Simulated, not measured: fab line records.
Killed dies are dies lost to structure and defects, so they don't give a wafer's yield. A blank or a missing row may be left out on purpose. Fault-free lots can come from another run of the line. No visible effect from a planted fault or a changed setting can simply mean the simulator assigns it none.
The tool behind it: which one? -- flow sky130 -- 6 lots (18 wafers sampled), 1 step of a 708-step route

## WHAT THE GAUGES READ, wafer by wafer
SKY_LI_CONTACT_OVL_MEAS_13.
lot,measured,on,LI_CONTACT_OVL (nm)
L680,day 30 20:53,overlay-02,0 4 7
L683,day 31 17:37,overlay-02,11 1 -4
L685,day 32 21:03,overlay-02,9 -3 4
L691,day 34 12:50,overlay-02,4 6 -6
L696,day 36 07:47,overlay-02,5 5 8
L697,day 36 12:57,overlay-02,-5 -2 2

## EACH LOT AND THE TOOL THAT RAN IT (in order: tool; ch and the chambers of the sampled wafers; start)
Before these readings, the record contains no process step.

## THE ANSWER, worked out from the rows above alone
Rule: the lots themselves supply what counts as usual. Put in order of their means at a reading, lots are off if they are a third of the lots or fewer, leave a main group of 4 or more, and stand apart from it by a gap of 3 or more times the standard deviation of the main group's means; of several such gaps the widest counts. The tables above print the reading to a certain number of digits; a main group whose means all agree to those digits is not used. Also off: a lot with no number at a reading for which 4 or more lots have one. All remaining lots with rows at the step are treated as sound.
No lot is off at any reading shown: from this, nothing can be told.

## WHAT THE SIMULATOR PUT IN
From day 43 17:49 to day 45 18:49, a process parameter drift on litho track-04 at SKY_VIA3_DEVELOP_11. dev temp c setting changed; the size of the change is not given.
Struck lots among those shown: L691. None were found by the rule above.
